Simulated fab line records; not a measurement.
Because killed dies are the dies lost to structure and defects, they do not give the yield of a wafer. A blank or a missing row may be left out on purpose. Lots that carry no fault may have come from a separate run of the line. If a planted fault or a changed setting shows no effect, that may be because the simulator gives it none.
Which tool is to blame? || flow gf180mcu || 24 lots, 72 wafers sampled, at 6 steps of a route of 602

== WHAT EACH GAUGE READ, for each wafer ==
GF_V3_OVL_MEAS_15. Usual: for V3_OVL the level is 0 nm and the standard deviation is 5.4.
{"lot": "L074", "measured": "day 22 01:52", "on": "overlay-01", "V3_OVL (nm)": "-10 0 -6", "flag": ""}
{"lot": "L075", "measured": "day 22 17:32", "on": "overlay-01", "V3_OVL (nm)": "9 3 4", "flag": ""}
{"lot": "L076", "measured": "day 23 03:04", "on": "overlay-02", "V3_OVL (nm)": "0 7 0", "flag": ""}
{"lot": "L077", "measured": "day 23 07:09", "on": "overlay-02", "V3_OVL (nm)": "1 7 2", "flag": ""}
{"lot": "L078", "measured": "day 23 22:52", "on": "overlay-01", "V3_OVL (nm)": "3 10 7", "flag": ""}
{"lot": "L079", "measured": "day 24 05:29", "on": "overlay-01", "V3_OVL (nm)": "-4 1 -5", "flag": ""}
{"lot": "L080", "measured": "day 24 09:31", "on": "overlay-01", "V3_OVL (nm)": "0 3 -1", "flag": ""}
{"lot": "L081", "measured": "day 25 05:38", "on": "overlay-02", "V3_OVL (nm)": "0 3 4", "flag": ""}
{"lot": "L082", "measured": "day 25 05:59", "on": "overlay-02", "V3_OVL (nm)": "-2 -9 -1", "flag": ""}
{"lot": "L083", "measured": "day 25 10:37", "on": "overlay-02", "V3_OVL (nm)": "-2 2 -5", "flag": ""}
{"lot": "L084", "measured": "day 26 01:15", "on": "overlay-01", "V3_OVL (nm)": "-1 -2 -1", "flag": ""}
{"lot": "L085", "measured": "day 26 08:08", "on": "overlay-02", "V3_OVL (nm)": "1 -1 -3", "flag": ""}
{"lot": "L086", "measured": "day 26 15:16", "on": "overlay-02", "V3_OVL (nm)": "-2 -6 -2", "flag": ""}
{"lot": "L087", "measured": "day 26 21:51", "on": "overlay-02", "V3_OVL (nm)": "3 1 -3", "flag": ""}
{"lot": "L088", "measured": "day 27 07:34", "on": "overlay-02", "V3_OVL (nm)": "-3 -6 -5", "flag": ""}
{"lot": "L089", "measured": "day 27 14:34", "on": "overlay-02", "V3_OVL (nm)": "-2 0 5", "flag": ""}
{"lot": "L090", "measured": "day 27 18:26", "on": "overlay-02", "V3_OVL (nm)": "5 14 5", "flag": ""}
{"lot": "L091", "measured": "day 28 03:19", "on": "overlay-01", "V3_OVL (nm)": "0 -5 -6", "flag": ""}
{"lot": "L092", "measured": "day 28 08:14", "on": "overlay-01", "V3_OVL (nm)": "1 9 -1", "flag": ""}
{"lot": "L093", "measured": "day 28 14:35", "on": "overlay-02", "V3_OVL (nm)": "3 5 5", "flag": ""}
{"lot": "L094", "measured": "day 28 19:49", "on": "overlay-02", "V3_OVL (nm)": "5 -10 -6", "flag": ""}
{"lot": "L095", "measured": "day 29 04:30", "on": "overlay-02", "V3_OVL (nm)": "10 -6 5", "flag": ""}
{"lot": "L096", "measured": "day 29 12:58", "on": "overlay-01", "V3_OVL (nm)": "-12 -12 -12", "flag": ""}
{"lot": "L097", "measured": "day 29 18:25", "on": "overlay-02", "V3_OVL (nm)": "2 4 -9", "flag": ""}

GF_V5_CD_MEAS_14: target cd 260 nm. Usual: cd_nm reads 259.8 nm (standard deviation 1.2).
{"lot": "L074", "measured": "day 27 01:02", "on": "cd_sem-02", "cd_nm (nm)": "258.5 256.8 257.1", "flag": ""}
{"lot": "L075", "measured": "day 27 12:32", "on": "cd_sem-01", "cd_nm (nm)": "259.9 260.1 260.5", "flag": ""}
{"lot": "L076", "measured": "day 27 21:07", "on": "cd_sem-02", "cd_nm (nm)": "259.9 259.2 259.7", "flag": ""}
{"lot": "L077", "measured": "day 28 01:27", "on": "cd_sem-02", "cd_nm (nm)": "260.6 259.1 259.8", "flag": ""}
{"lot": "L078", "measured": "day 28 13:29", "on": "cd_sem-01", "cd_nm (nm)": "260.2 259.6 261.2", "flag": ""}
{"lot": "L079", "measured": "day 28 20:22", "on": "cd_sem-02", "cd_nm (nm)": "259.5 260.8 260.1", "flag": ""}
{"lot": "L080", "measured": "day 28 23:08", "on": "cd_sem-01", "cd_nm (nm)": "260.3 260.7 261.3", "flag": ""}
{"lot": "L081", "measured": "day 29 16:52", "on": "cd_sem-02", "cd_nm (nm)": "261.6 262.1 261.3", "flag": ""}
{"lot": "L082", "measured": "day 29 17:19", "on": "cd_sem-02", "cd_nm (nm)": "259.7 261.0 260.1", "flag": ""}
{"lot": "L083", "measured": "day 29 21:22", "on": "cd_sem-02", "cd_nm (nm)": "260.1 259.7 260.0", "flag": ""}
{"lot": "L084", "measured": "day 30 09:28", "on": "cd_sem-01", "cd_nm (nm)": "258.0 259.4 258.5", "flag": ""}
{"lot": "L085", "measured": "day 30 16:22", "on": "cd_sem-02", "cd_nm (nm)": "259.7 260.6 260.7", "flag": ""}
{"lot": "L086", "measured": "day 30 21:09", "on": "cd_sem-02", "cd_nm (nm)": "258.7 259.3 259.3", "flag": ""}
{"lot": "L087", "measured": "day 31 03:08", "on": "cd_sem-02", "cd_nm (nm)": "258.7 259.5 259.3", "flag": ""}
{"lot": "L088", "measured": "day 31 12:52", "on": "cd_sem-01", "cd_nm (nm)": "260.0 259.2 260.0", "flag": ""}
{"lot": "L089", "measured": "day 31 18:28", "on": "cd_sem-01", "cd_nm (nm)": "262.7 260.9 262.7", "flag": ""}
{"lot": "L090", "measured": "day 31 21:57", "on": "cd_sem-02", "cd_nm (nm)": "258.7 258.1 257.7", "flag": ""}
{"lot": "L091", "measured": "day 32 06:12", "on": "cd_sem-01", "cd_nm (nm)": "262.1 262.0 262.7", "flag": ""}
{"lot": "L092", "measured": "day 32 10:20", "on": "cd_sem-02", "cd_nm (nm)": "257.9 257.7 258.3", "flag": ""}
{"lot": "L093", "measured": "day 32 13:55", "on": "cd_sem-01", "cd_nm (nm)": "260.4 259.7 259.6", "flag": ""}
{"lot": "L094", "measured": "day 32 18:02", "on": "cd_sem-01", "cd_nm (nm)": "260.6 260.2 260.2", "flag": ""}
{"lot": "L095", "measured": "day 33 04:10", "on": "cd_sem-01", "cd_nm (nm)": "262.3 262.1 260.0", "flag": ""}
{"lot": "L096", "measured": "day 33 09:03", "on": "cd_sem-02", "cd_nm (nm)": "260.2 259.4 259.3", "flag": ""}
{"lot": "L097", "measured": "day 33 13:23", "on": "cd_sem-01", "cd_nm (nm)": "259.1 260.6 258.2", "flag": ""}

== EACH LOT AND THE TOOL THAT RAN IT (in order: tool; ch and the chambers of the sampled wafers; start) ==
{"lot": "L074", "GF_V2_ETCH_17": "rie_diel-02 ch 0,1,2, day 21 01:31 or earlier", "GF_V3_CMP_04": "cmp-01 ch 1,2, day 21 01:31", "GF_V3_ETCH_17": "rie_diel-02 ch 1,2, day 23 04:51 or earlier", "GF_V4_CMP_04": "cmp-02 ch 0,2,3, day 23 04:51"}
{"lot": "L075", "GF_V2_ETCH_17": "rie_diel-04 ch 0,2,3, day 21 17:22 or earlier", "GF_V3_CMP_04": "cmp-02 ch 1,2,3, day 21 17:22", "GF_V3_ETCH_17": "rie_diel-02 ch 0,1,3, day 23 19:51 or earlier", "GF_V4_CMP_04": "cmp-02 ch 0,3, day 23 19:51"}
{"lot": "L076", "GF_V2_ETCH_17": "rie_diel-02 ch 0,2,3, day 22 02:37 or earlier", "GF_V3_CMP_04": "cmp-01 ch 0,1,3, day 22 02:37", "GF_V3_ETCH_17": "rie_diel-03 ch 0,1,3, day 24 05:10 or earlier", "GF_V4_CMP_04": "cmp-01 ch 0,1,2, day 24 05:10"}
{"lot": "L077", "GF_V2_ETCH_17": "rie_diel-02 ch 1,2,3, day 22 07:03 or earlier", "GF_V3_CMP_04": "cmp-01 ch 1,2, day 22 07:03", "GF_V3_ETCH_17": "rie_diel-02 ch 1,2,3, day 24 09:49 or earlier", "GF_V4_CMP_04": "cmp-02 ch 0,2, day 24 09:49"}
{"lot": "L078", "GF_V2_ETCH_17": "rie_diel-04 ch 0,1,2, day 22 23:03 or earlier", "GF_V3_CMP_04": "cmp-02 ch 1,2, day 22 23:03", "GF_V3_ETCH_17": "rie_diel-04 ch 0,1,2, day 24 23:23 or earlier", "GF_V4_CMP_04": "cmp-02 ch 0,1,3, day 24 23:23"}
{"lot": "L079", "GF_V2_ETCH_17": "rie_diel-01 ch 0,1,2, day 23 06:04 or earlier", "GF_V3_CMP_04": "cmp-02 ch 1,3, day 23 06:04", "GF_V3_ETCH_17": "rie_diel-04 ch 1,2,3, day 25 06:21 or earlier", "GF_V4_CMP_04": "cmp-02 ch 1,2, day 25 06:21"}
{"lot": "L080", "GF_V2_ETCH_17": "rie_diel-02 ch 1,2,3, day 23 10:10 or earlier", "GF_V3_CMP_04": "cmp-02 ch 1,2, day 23 10:10", "GF_V3_ETCH_17": "rie_diel-03 ch 1,3, day 25 10:23 or earlier", "GF_V4_CMP_04": "cmp-01 ch 1,2, day 25 10:23"}
{"lot": "L081", "GF_V2_ETCH_17": "rie_diel-02 ch 0,1, day 24 07:20 or earlier", "GF_V3_CMP_04": "cmp-01 ch 0,1,3, day 24 07:20", "GF_V3_ETCH_17": "rie_diel-03 ch 0,1,3, day 26 05:12 or earlier", "GF_V4_CMP_04": "cmp-02 ch 0,1,2, day 26 05:12"}
{"lot": "L082", "GF_V2_ETCH_17": "rie_diel-01 ch 0,1,3, day 24 07:26 or earlier", "GF_V3_CMP_04": "cmp-02 ch 0,1,3, day 24 07:26", "GF_V3_ETCH_17": "rie_diel-02 ch 0,1, day 26 06:30 or earlier", "GF_V4_CMP_04": "cmp-02 ch 0,1,2, day 26 06:30"}
{"lot": "L083", "GF_V2_ETCH_17": "rie_diel-01 ch 0,1,2, day 24 12:11 or earlier", "GF_V3_CMP_04": "cmp-01 ch 0,1,3, day 24 12:11", "GF_V3_ETCH_17": "rie_diel-04 ch 0,1,2, day 26 10:05 or earlier", "GF_V4_CMP_04": "cmp-02 ch 1,2,3, day 26 10:05"}
{"lot": "L084", "GF_V2_ETCH_17": "rie_diel-01 ch 0,3, day 25 04:09 or earlier", "GF_V3_CMP_04": "cmp-02 ch 1,2, day 25 04:09", "GF_V3_ETCH_17": "rie_diel-02 ch 2,3, day 27 00:50 or earlier", "GF_V4_CMP_04": "cmp-02 ch 0,3, day 27 00:50"}
{"lot": "L085", "GF_V2_ETCH_17": "rie_diel-02 ch 2,3, day 25 10:33 or earlier", "GF_V3_CMP_04": "cmp-02 ch 0,3, day 25 10:33", "GF_V3_ETCH_17": "rie_diel-04 ch 0,2,3, day 27 07:41 or earlier", "GF_V4_CMP_04": "cmp-01 ch 0,1,2, day 27 07:41"}
{"lot": "L086", "GF_V2_ETCH_17": "rie_diel-01 ch 2,3, day 25 18:06 or earlier", "GF_V3_CMP_04": "cmp-01 ch 0,2,3, day 25 18:06", "GF_V3_ETCH_17": "rie_diel-04 ch 2,3, day 27 13:59 or earlier", "GF_V4_CMP_04": "cmp-02 ch 1,2, day 27 13:59"}
{"lot": "L087", "GF_V2_ETCH_17": "rie_diel-01 ch 0,1,2, day 26 01:07 or earlier", "GF_V3_CMP_04": "cmp-01 ch 0,1,3, day 26 01:07", "GF_V3_ETCH_17": "rie_diel-02 ch 0,1, day 27 20:37 or earlier", "GF_V4_CMP_04": "cmp-02 ch 1,2,3, day 27 20:37"}
{"lot": "L088", "GF_V2_ETCH_17": "rie_diel-02 ch 1,2,3, day 26 11:14 or earlier", "GF_V3_CMP_04": "cmp-01 ch 0,1,3, day 26 11:14", "GF_V3_ETCH_17": "rie_diel-02 ch 0,1, day 28 06:40 or earlier", "GF_V4_CMP_04": "cmp-01 ch 0,2,3, day 28 06:40"}
{"lot": "L089", "GF_V2_ETCH_17": "rie_diel-04 ch 0,1,3, day 26 18:29 or earlier", "GF_V3_CMP_04": "cmp-01 ch 1,2,3, day 26 18:29", "GF_V3_ETCH_17": "rie_diel-04 ch 1,3, day 28 12:56 or earlier", "GF_V4_CMP_04": "cmp-02 ch 1,2,3, day 28 12:56"}
{"lot": "L090", "GF_V2_ETCH_17": "rie_diel-01 ch 0,3, day 26 21:58 or earlier", "GF_V3_CMP_04": "cmp-01 ch 1,2, day 26 21:58", "GF_V3_ETCH_17": "rie_diel-03 ch 0,2,3, day 28 17:00 or earlier", "GF_V4_CMP_04": "cmp-02 ch 0,3, day 28 17:00"}
{"lot": "L091", "GF_V2_ETCH_17": "rie_diel-02 ch 1,2, day 27 06:46 or earlier", "GF_V3_CMP_04": "cmp-01 ch 0,2,3, day 27 06:46", "GF_V3_ETCH_17": "rie_diel-02 ch 1,2, day 29 02:16 or earlier", "GF_V4_CMP_04": "cmp-02 ch 1,3, day 29 02:16"}
{"lot": "L092", "GF_V2_ETCH_17": "rie_diel-04 ch 1,2,3, day 27 12:24 or earlier", "GF_V3_CMP_04": "cmp-01 ch 1,2,3, day 27 12:24", "GF_V3_ETCH_17": "rie_diel-04 ch 0,2,3, day 29 06:13 or earlier", "GF_V4_CMP_04": "cmp-01 ch 0,3, day 29 06:13"}
{"lot": "L093", "GF_V2_ETCH_17": "rie_diel-01 ch 1,2,3, day 27 17:59 or earlier", "GF_V3_CMP_04": "cmp-02 ch 0,1,2, day 27 17:59", "GF_V3_ETCH_17": "rie_diel-04 ch 0,2,3, day 29 12:41 or earlier", "GF_V4_CMP_04": "cmp-01 ch 0,1,3, day 29 12:41"}
{"lot": "L094", "GF_V2_ETCH_17": "rie_diel-04 ch 0,2,3, day 27 23:25 or earlier", "GF_V3_CMP_04": "cmp-01 ch 0,1, day 27 23:25", "GF_V3_ETCH_17": "rie_diel-03 ch 1,3, day 29 17:49 or earlier", "GF_V4_CMP_04": "cmp-01 ch 1,2, day 29 17:49"}
{"lot": "L095", "GF_V2_ETCH_17": "rie_diel-02 ch 1,2,3, day 28 08:49 or earlier", "GF_V3_CMP_04": "cmp-01 ch 0,1,2, day 28 08:49", "GF_V3_ETCH_17": "rie_diel-03 ch 0,2,3, day 30 02:29 or earlier", "GF_V4_CMP_04": "cmp-01 ch 0,1,3, day 30 02:29"}
{"lot": "L096", "GF_V2_ETCH_17": "rie_diel-02 ch 0,1,2, day 28 17:15 or earlier", "GF_V3_CMP_04": "cmp-01 ch 0,1,3, day 28 17:15", "GF_V3_ETCH_17": "rie_diel-04 ch 1,2,3, day 30 09:52 or earlier", "GF_V4_CMP_04": "cmp-01 ch 1,2,3, day 30 09:52"}
{"lot": "L097", "GF_V2_ETCH_17": "rie_diel-04 ch 0,2,3, day 28 23:08 or earlier", "GF_V3_CMP_04": "cmp-01 ch 0,3, day 28 23:08", "GF_V3_ETCH_17": "rie_diel-03 ch 2,3, day 30 15:34 or earlier", "GF_V4_CMP_04": "cmp-01 ch 1,2, day 30 15:34"}
- GF_V2_ETCH_17: etches SiO2 in C4F8/O2/Ar, stops on TiN, target depth 630 nm.
- GF_V3_CMP_04: polishes SiO2.
- GF_V3_ETCH_17: etches SiO2 in C4F8/O2/Ar, stops on TiN, target depth 635 nm.
- GF_V4_CMP_04: polishes SiO2.

== WHAT THE TOOLS THEMSELVES READ (means of the sampled wafers that have a number; where no wafer has one, the mark that the record gives instead) ==
GF_V2_ETCH_17. Usual: oes_product_au reads 0.856 a.u. (standard deviation 0.0041).
{"lot": "L074", "tool": "rie_diel-02", "oes_product_au (a.u.)": 0.853, "flag": ""}
{"lot": "L075", "tool": "rie_diel-04", "oes_product_au (a.u.)": 0.856, "flag": ""}
{"lot": "L076", "tool": "rie_diel-02", "oes_product_au (a.u.)": 0.855, "flag": ""}
{"lot": "L077", "tool": "rie_diel-02", "oes_product_au (a.u.)": 0.855, "flag": ""}
{"lot": "L078", "tool": "rie_diel-04", "oes_product_au (a.u.)": 0.857, "flag": ""}
{"lot": "L079", "tool": "rie_diel-01", "oes_product_au (a.u.)": 0.857, "flag": ""}
{"lot": "L080", "tool": "rie_diel-02", "oes_product_au (a.u.)": 0.858, "flag": ""}
{"lot": "L081", "tool": "rie_diel-02", "oes_product_au (a.u.)": 0.853, "flag": ""}
{"lot": "L082", "tool": "rie_diel-01", "oes_product_au (a.u.)": 0.855, "flag": ""}
{"lot": "L083", "tool": "rie_diel-01", "oes_product_au (a.u.)": 0.858, "flag": ""}
{"lot": "L084", "tool": "rie_diel-01", "oes_product_au (a.u.)": 0.859, "flag": ""}
{"lot": "L085", "tool": "rie_diel-02", "oes_product_au (a.u.)": 0.853, "flag": ""}
{"lot": "L086", "tool": "rie_diel-01", "oes_product_au (a.u.)": 0.858, "flag": ""}
{"lot": "L087", "tool": "rie_diel-01", "oes_product_au (a.u.)": 0.862, "flag": ""}
{"lot": "L088", "tool": "rie_diel-02", "oes_product_au (a.u.)": 0.854, "flag": ""}
{"lot": "L089", "tool": "rie_diel-04", "oes_product_au (a.u.)": 0.858, "flag": ""}
{"lot": "L090", "tool": "rie_diel-01", "oes_product_au (a.u.)": 0.854, "flag": ""}
{"lot": "L091", "tool": "rie_diel-02", "oes_product_au (a.u.)": 0.856, "flag": ""}
{"lot": "L092", "tool": "rie_diel-04", "oes_product_au (a.u.)": 0.855, "flag": ""}
{"lot": "L093", "tool": "rie_diel-01", "oes_product_au (a.u.)": 0.853, "flag": ""}
{"lot": "L094", "tool": "rie_diel-04", "oes_product_au (a.u.)": 0.853, "flag": ""}
{"lot": "L095", "tool": "rie_diel-02", "oes_product_au (a.u.)": 0.853, "flag": ""}
{"lot": "L096", "tool": "rie_diel-02", "oes_product_au (a.u.)": 0.855, "flag": ""}
{"lot": "L097", "tool": "rie_diel-04", "oes_product_au (a.u.)": 0.855, "flag": ""}

GF_V3_CMP_04. Usual: motor_current_A 11.9 A, standard deviation 1.2; time_to_endpoint_s 76 s, standard deviation 5.
{"lot": "L074", "tool": "cmp-01", "motor_current_A (A)": 12.2, "time_to_endpoint_s (s)": 83, "flag": ""}
{"lot": "L075", "tool": "cmp-02", "motor_current_A (A)": 11.6, "time_to_endpoint_s (s)": 78, "flag": ""}
{"lot": "L076", "tool": "cmp-01", "motor_current_A (A)": 11.6, "time_to_endpoint_s (s)": 82, "flag": ""}
{"lot": "L077", "tool": "cmp-01", "motor_current_A (A)": 12.1, "time_to_endpoint_s (s)": 76, "flag": ""}
{"lot": "L078", "tool": "cmp-02", "motor_current_A (A)": 12.0, "time_to_endpoint_s (s)": 77, "flag": ""}
{"lot": "L079", "tool": "cmp-02", "motor_current_A (A)": 10.9, "time_to_endpoint_s (s)": 80, "flag": ""}
{"lot": "L080", "tool": "cmp-02", "motor_current_A (A)": 11.4, "time_to_endpoint_s (s)": 78, "flag": ""}
{"lot": "L081", "tool": "cmp-01", "motor_current_A (A)": 11.6, "time_to_endpoint_s (s)": 73, "flag": ""}
{"lot": "L082", "tool": "cmp-02", "motor_current_A (A)": 11.7, "time_to_endpoint_s (s)": 80, "flag": ""}
{"lot": "L083", "tool": "cmp-01", "motor_current_A (A)": 11.5, "time_to_endpoint_s (s)": 70, "flag": ""}
{"lot": "L084", "tool": "cmp-02", "motor_current_A (A)": 12.6, "time_to_endpoint_s (s)": 79, "flag": ""}
{"lot": "L085", "tool": "cmp-02", "motor_current_A (A)": 12.9, "time_to_endpoint_s (s)": 78, "flag": ""}
{"lot": "L086", "tool": "cmp-01", "motor_current_A (A)": 10.8, "time_to_endpoint_s (s)": 71, "flag": ""}
{"lot": "L087", "tool": "cmp-01", "motor_current_A (A)": 11.6, "time_to_endpoint_s (s)": 72, "flag": ""}
{"lot": "L088", "tool": "cmp-01", "motor_current_A (A)": 11.8, "time_to_endpoint_s (s)": 75, "flag": ""}
{"lot": "L089", "tool": "cmp-01", "motor_current_A (A)": 12.1, "time_to_endpoint_s (s)": 75, "flag": ""}
{"lot": "L090", "tool": "cmp-01", "motor_current_A (A)": 12.9, "time_to_endpoint_s (s)": 75, "flag": ""}
{"lot": "L091", "tool": "cmp-01", "motor_current_A (A)": 10.7, "time_to_endpoint_s (s)": 75, "flag": ""}
{"lot": "L092", "tool": "cmp-01", "motor_current_A (A)": 11.9, "time_to_endpoint_s (s)": 80, "flag": ""}
{"lot": "L093", "tool": "cmp-02", "motor_current_A (A)": 12.6, "time_to_endpoint_s (s)": 78, "flag": ""}
{"lot": "L094", "tool": "cmp-01", "motor_current_A (A)": 11.4, "time_to_endpoint_s (s)": 84, "flag": ""}
{"lot": "L095", "tool": "cmp-01", "motor_current_A (A)": 12.2, "time_to_endpoint_s (s)": 71, "flag": ""}
{"lot": "L096", "tool": "cmp-01", "motor_current_A (A)": 11.7, "time_to_endpoint_s (s)": 77, "flag": ""}
{"lot": "L097", "tool": "cmp-01", "motor_current_A (A)": 10.7, "time_to_endpoint_s (s)": 80, "flag": ""}

GF_V3_ETCH_17. Usual: oes_product_au reads 0.855 a.u. (standard deviation 0.0048).
{"lot": "L074", "tool": "rie_diel-02", "oes_product_au (a.u.)": 0.858, "flag": ""}
{"lot": "L075", "tool": "rie_diel-02", "oes_product_au (a.u.)": 0.856, "flag": ""}
{"lot": "L076", "tool": "rie_diel-03", "oes_product_au (a.u.)": 0.855, "flag": ""}
{"lot": "L077", "tool": "rie_diel-02", "oes_product_au (a.u.)": 0.855, "flag": ""}
{"lot": "L078", "tool": "rie_diel-04", "oes_product_au (a.u.)": 0.853, "flag": ""}
{"lot": "L079", "tool": "rie_diel-04", "oes_product_au (a.u.)": 0.851, "flag": ""}
{"lot": "L080", "tool": "rie_diel-03", "oes_product_au (a.u.)": 0.858, "flag": ""}
{"lot": "L081", "tool": "rie_diel-03", "oes_product_au (a.u.)": 0.859, "flag": ""}
{"lot": "L082", "tool": "rie_diel-02", "oes_product_au (a.u.)": 0.858, "flag": ""}
{"lot": "L083", "tool": "rie_diel-04", "oes_product_au (a.u.)": 0.854, "flag": ""}
{"lot": "L084", "tool": "rie_diel-02", "oes_product_au (a.u.)": 0.854, "flag": ""}
{"lot": "L085", "tool": "rie_diel-04", "oes_product_au (a.u.)": 0.851, "flag": ""}
{"lot": "L086", "tool": "rie_diel-04", "oes_product_au (a.u.)": 0.854, "flag": ""}
{"lot": "L087", "tool": "rie_diel-02", "oes_product_au (a.u.)": 0.850, "flag": ""}
{"lot": "L088", "tool": "rie_diel-02", "oes_product_au (a.u.)": 0.859, "flag": ""}
{"lot": "L089", "tool": "rie_diel-04", "oes_product_au (a.u.)": 0.855, "flag": ""}
{"lot": "L090", "tool": "rie_diel-03", "oes_product_au (a.u.)": 0.855, "flag": ""}
{"lot": "L091", "tool": "rie_diel-02", "oes_product_au (a.u.)": 0.856, "flag": ""}
{"lot": "L092", "tool": "rie_diel-04", "oes_product_au (a.u.)": 0.853, "flag": ""}
{"lot": "L093", "tool": "rie_diel-04", "oes_product_au (a.u.)": 0.852, "flag": ""}
{"lot": "L094", "tool": "rie_diel-03", "oes_product_au (a.u.)": 0.856, "flag": ""}
{"lot": "L095", "tool": "rie_diel-03", "oes_product_au (a.u.)": 0.854, "flag": ""}
{"lot": "L096", "tool": "rie_diel-04", "oes_product_au (a.u.)": 0.854, "flag": ""}
{"lot": "L097", "tool": "rie_diel-03", "oes_product_au (a.u.)": 0.852, "flag": ""}

GF_V4_CMP_04. Usual: motor_current_A 12.0 A, standard deviation 1.3; time_to_endpoint_s 80 s, standard deviation 5.4.
{"lot": "L074", "tool": "cmp-02", "motor_current_A (A)": 12.7, "time_to_endpoint_s (s)": 91, "flag": ""}
{"lot": "L075", "tool": "cmp-02", "motor_current_A (A)": 11.8, "time_to_endpoint_s (s)": 79, "flag": ""}
{"lot": "L076", "tool": "cmp-01", "motor_current_A (A)": 12.2, "time_to_endpoint_s (s)": 77, "flag": ""}
{"lot": "L077", "tool": "cmp-02", "motor_current_A (A)": 13.6, "time_to_endpoint_s (s)": 79, "flag": ""}
{"lot": "L078", "tool": "cmp-02", "motor_current_A (A)": 11.9, "time_to_endpoint_s (s)": 78, "flag": ""}
{"lot": "L079", "tool": "cmp-02", "motor_current_A (A)": 12.0, "time_to_endpoint_s (s)": 85, "flag": ""}
{"lot": "L080", "tool": "cmp-01", "motor_current_A (A)": 12.8, "time_to_endpoint_s (s)": 75, "flag": ""}
{"lot": "L081", "tool": "cmp-02", "motor_current_A (A)": 12.7, "time_to_endpoint_s (s)": 77, "flag": ""}
{"lot": "L082", "tool": "cmp-02", "motor_current_A (A)": 12.3, "time_to_endpoint_s (s)": 87, "flag": ""}
{"lot": "L083", "tool": "cmp-02", "motor_current_A (A)": 11.7, "time_to_endpoint_s (s)": 87, "flag": ""}
{"lot": "L084", "tool": "cmp-02", "motor_current_A (A)": 12.2, "time_to_endpoint_s (s)": 81, "flag": ""}
{"lot": "L085", "tool": "cmp-01", "motor_current_A (A)": 11.7, "time_to_endpoint_s (s)": 78, "flag": ""}
{"lot": "L086", "tool": "cmp-02", "motor_current_A (A)": 12.3, "time_to_endpoint_s (s)": 81, "flag": ""}
{"lot": "L087", "tool": "cmp-02", "motor_current_A (A)": 11.8, "time_to_endpoint_s (s)": 82, "flag": ""}
{"lot": "L088", "tool": "cmp-01", "motor_current_A (A)": 11.2, "time_to_endpoint_s (s)": 77, "flag": ""}
{"lot": "L089", "tool": "cmp-02", "motor_current_A (A)": 11.9, "time_to_endpoint_s (s)": 82, "flag": ""}
{"lot": "L090", "tool": "cmp-02", "motor_current_A (A)": 11.7, "time_to_endpoint_s (s)": 80, "flag": ""}
{"lot": "L091", "tool": "cmp-02", "motor_current_A (A)": 11.2, "time_to_endpoint_s (s)": 79, "flag": ""}
{"lot": "L092", "tool": "cmp-01", "motor_current_A (A)": 10.6, "time_to_endpoint_s (s)": 82, "flag": ""}
{"lot": "L093", "tool": "cmp-01", "motor_current_A (A)": 11.6, "time_to_endpoint_s (s)": 82, "flag": ""}
{"lot": "L094", "tool": "cmp-01", "motor_current_A (A)": 12.4, "time_to_endpoint_s (s)": 79, "flag": ""}
{"lot": "L095", "tool": "cmp-01", "motor_current_A (A)": 11.4, "time_to_endpoint_s (s)": 77, "flag": ""}
{"lot": "L096", "tool": "cmp-01", "motor_current_A (A)": 11.9, "time_to_endpoint_s (s)": 84, "flag": ""}
{"lot": "L097", "tool": "cmp-01", "motor_current_A (A)": 11.9, "time_to_endpoint_s (s)": 84, "flag": ""}

== THE ANSWER, worked out from the rows above alone ==
Rule: a lot is off if the mean of its wafers that have a number lies more than 3 standard deviations from the usual mean. A lot without any number at a reading at which 4 lots or more have one is off too. Any other lot the step has rows for is counted as sound. After the gauges, taken in route order, come the tools' own readings; for these a lot's mean is taken, as printed above. The first step at which some lot is off is used, and at that step the reading that is off furthest; a lot without a number counts as furthest.
Across all readings shown, no lot is off: no conclusion can be drawn from this.

== WHAT THE SIMULATOR HAD INSERTED ==
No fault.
